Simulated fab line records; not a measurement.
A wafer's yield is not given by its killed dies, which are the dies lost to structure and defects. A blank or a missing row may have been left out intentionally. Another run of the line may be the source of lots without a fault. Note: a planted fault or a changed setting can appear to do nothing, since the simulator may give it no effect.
Which tool was responsible?    flow gf180mcu    14 lots with 42 wafers sampled at 4 steps, on a route of 602 steps

== WHAT EACH GAUGE READ, for each wafer ==
GF_V5_CD_MEAS_14 targets a cd of 260 nm. Usual: 259.9 nm for cd-nm, sd 1.2.
lot   measured      on         cd-nm (nm)         flag
L742  day 27 13:46  cd-sem-01  260.2 260.4 261.0  
L744  day 28 05:52  cd-sem-02  259.9 259.7 259.8  
L746  day 28 17:10  cd-sem-01  260.8 259.8 261.8  
L748  day 29 10:50  cd-sem-02  260.3 260.7 260.5  
L750  day 29 18:31  cd-sem-01  261.8 261.7 260.7  
L752  day 30 12:25  cd-sem-01  258.9 259.1 258.9  
L753  day 30 19:59  cd-sem-02  260.0 260.9 259.6  
L754  day 31 03:22  cd-sem-02  259.0 259.5 258.4  
L755  day 31 09:13  cd-sem-01  260.8 260.3 259.4  
L756  day 31 17:40  cd-sem-01  262.3 262.5 261.4  
L758  day 32 02:22  cd-sem-01  261.6 261.4 260.9  
L759  day 32 10:32  cd-sem-02  258.4 259.5 260.2  
L760  day 32 13:19  cd-sem-02  258.6 259.1 259.4  
L763  day 33 08:28  cd-sem-02  261.2 261.5 260.2  

== WHICH TOOL RAN EACH LOT (tool, then ch and the chambers of the sampled wafers, then the start) ==
lot   GF_M4_SPUTTER_02              GF_M4_METAL_ETCH_16                GF_M5_PEB_05
L742  pvd-sputter-04, day 22 22:19  rie-metal-01 ch 0,1, day 23 21:01  litho-track-02 ch 0, day 26 15:04
L744  pvd-sputter-04, day 23 14:42  rie-metal-01 ch 0,1, day 24 13:08  litho-track-03 ch 0, day 27 07:58
L746  pvd-sputter-04, day 24 06:00  rie-metal-03 ch 0,1, day 25 01:46  litho-track-01 ch 0, day 27 19:37
L748  pvd-sputter-03, day 24 23:40  rie-metal-04 ch 1, day 25 20:35    litho-track-03 ch 0, day 28 12:55
L750  pvd-sputter-02, day 25 11:53  rie-metal-01 ch 0,1, day 26 09:04  litho-track-01 ch 0, day 28 22:34
L752  pvd-sputter-03, day 26 05:49  rie-metal-04 ch 1, day 27 02:52    litho-track-02 ch 0, day 29 16:28
L753  pvd-sputter-03, day 26 13:49  rie-metal-04 ch 1, day 27 10:43    litho-track-02 ch 0, day 30 00:56
L754  pvd-sputter-04, day 26 21:31  rie-metal-01 ch 0,1, day 27 18:05  litho-track-03 ch 0, day 30 07:40
L755  pvd-sputter-02, day 27 06:43  rie-metal-04 ch 0, day 28 02:44    litho-track-02 ch 0, day 30 13:49
L756  pvd-sputter-04, day 27 16:21  rie-metal-01 ch 0, day 28 12:13    litho-track-02 ch 0, day 30 22:31
L758  pvd-sputter-04, day 28 03:53  rie-metal-04 ch 0,1, day 28 22:29  litho-track-02 ch 0, day 31 07:34
L759  pvd-sputter-02, day 28 09:30  rie-metal-01 ch 0, day 29 04:55    litho-track-02 ch 0, day 31 15:50
L760  pvd-sputter-02, day 28 13:55  rie-metal-03 ch 0, day 29 08:59    litho-track-01 ch 0, day 31 18:28
L763  pvd-sputter-03, day 29 12:22  rie-metal-01 ch 0,1, day 30 07:01  litho-track-03 ch 0, day 32 14:29
- GF_M4_SPUTTER_02: material AlCu, target thk 450 nm, time 23.9 s.
- GF_M4_METAL_ETCH_16: etches the open film in Cl2/BCl3, stops on SiO2, target depth 750.8 nm, time 125.1 s.
- GF_M5_PEB_05: peb time 90 s.

== WHAT THE TOOLS THEMSELVES READ (means of the sampled wafers that have a number; where no wafer has one, the mark that the record gives instead) ==
GF_M4_SPUTTER_02. Usual: 30.3 % for throttle-valve-pct, sd 1.2.
lot   tool            throttle-valve-pct (%)  flag
L742  pvd-sputter-04  31.1                    
L744  pvd-sputter-04  31.2                    
L746  pvd-sputter-04  31.8                    
L748  pvd-sputter-03  30.3                    
L750  pvd-sputter-02  30.9                    
L752  pvd-sputter-03  30.0                    
L753  pvd-sputter-03  30.5                    
L754  pvd-sputter-04  30.9                    
L755  pvd-sputter-02  30.9                    
L756  pvd-sputter-04  31.2                    
L758  pvd-sputter-04  30.2                    
L759  pvd-sputter-02  31.1                    
L760  pvd-sputter-02  31.1                    
L763  pvd-sputter-03  30.0                    

GF_M4_METAL_ETCH_16. Usual: drypump-motor-current-A 5.8 A, standard deviation 0.55; oes-product-au 0.991 a.u., standard deviation 0.0071; throttle-valve-pct 28.228 %, standard deviation 0.0099.
lot   tool          drypump-motor-current-A (A)  oes-product-au (a.u.)  throttle-valve-pct (%)  flag
L742  rie-metal-01  5.6                          0.990                  28.233                  
L744  rie-metal-01  5.6                          0.985                  28.237                  
L746  rie-metal-03  6.0                          0.995                  28.221                  
L748  rie-metal-04  6.0                          0.998                  28.237                  
L750  rie-metal-01  5.6                          0.986                  28.230                  
L752  rie-metal-04  6.0                          0.996                  28.221                  
L753  rie-metal-04  6.0                          0.995                  28.229                  
L754  rie-metal-01  5.6                          0.986                  28.228                  
L755  rie-metal-04  4.8                          0.989                  28.224                  
L756  rie-metal-01  5.6                          0.987                  28.230                  
L758  rie-metal-04  5.6                          0.998                  28.220                  
L759  rie-metal-01  5.6                          0.994                  28.226                  
L760  rie-metal-03  6.8                          0.995                  28.235                  
L763  rie-metal-01  5.6                          0.988                  28.223                  

GF_M5_PEB_05. Usual: heater-power-total-W 85.70 W, standard deviation 0.086; plate-temp-C 134.96 C, standard deviation 0.13.
lot   tool            heater-power-total-W (W)  plate-temp-C (C)  flag
L742  litho-track-02  85.76                     135.00            
L744  litho-track-03  85.77                     134.88            
L746  litho-track-01  85.78                     134.94            
L748  litho-track-03  85.65                     134.90            
L750  litho-track-01  85.62                     135.04            
L752  litho-track-02  85.65                     134.93            
L753  litho-track-02  85.68                     135.17            
L754  litho-track-03  85.65                     134.97            
L755  litho-track-02  85.01                     134.17            OFF
L756  litho-track-02  85.00                     134.07            OFF
L758  litho-track-02  84.98                     134.11            OFF
L759  litho-track-02  84.92                     134.15            OFF
L760  litho-track-01  85.64                     135.06            
L763  litho-track-03  85.70                     134.89            

== THE ANSWER, worked out from the rows above alone ==
Rule: a lot counts as off when the mean over its wafers that have a number is more than 3 standard deviations away from the usual mean. A lot without any number at a reading at which 4 lots or more have one is off too. All remaining lots with rows at the step are treated as sound. Order of review: gauges by route order, followed by the tools' own readings, for which a lot's mean as printed above is used. At the first step where some lot is off, the reading lying furthest off is the one used; lots without a number count as furthest.
Off, at GF_M5_PEB_05 on heater-power-total-W: L755, L756, L758, L759.
If a tool, at that step or one of the process steps before it, ran each lot that is off and ran no sound lot following the first of them, it fits. One candidate fits, namely litho-track-02 at GF_M5_PEB_05. Its last sound lot is L753 (day 30 00:56), its first lot that is off L755 (day 30 13:49): a fault that began between those two fits.
The tool's own readings at GF_M5_PEB_05 bear it out: on the lots that are off they differ by more than 5 times the standard deviation of the sound lots' means. heater-power-total-W reads 84.98 W there against 85.69 W on the sound lots; plate-temp-C reads 134.12 C there against 134.98 C on the sound lots.

== WHAT THE SIMULATOR HAD INSERTED ==
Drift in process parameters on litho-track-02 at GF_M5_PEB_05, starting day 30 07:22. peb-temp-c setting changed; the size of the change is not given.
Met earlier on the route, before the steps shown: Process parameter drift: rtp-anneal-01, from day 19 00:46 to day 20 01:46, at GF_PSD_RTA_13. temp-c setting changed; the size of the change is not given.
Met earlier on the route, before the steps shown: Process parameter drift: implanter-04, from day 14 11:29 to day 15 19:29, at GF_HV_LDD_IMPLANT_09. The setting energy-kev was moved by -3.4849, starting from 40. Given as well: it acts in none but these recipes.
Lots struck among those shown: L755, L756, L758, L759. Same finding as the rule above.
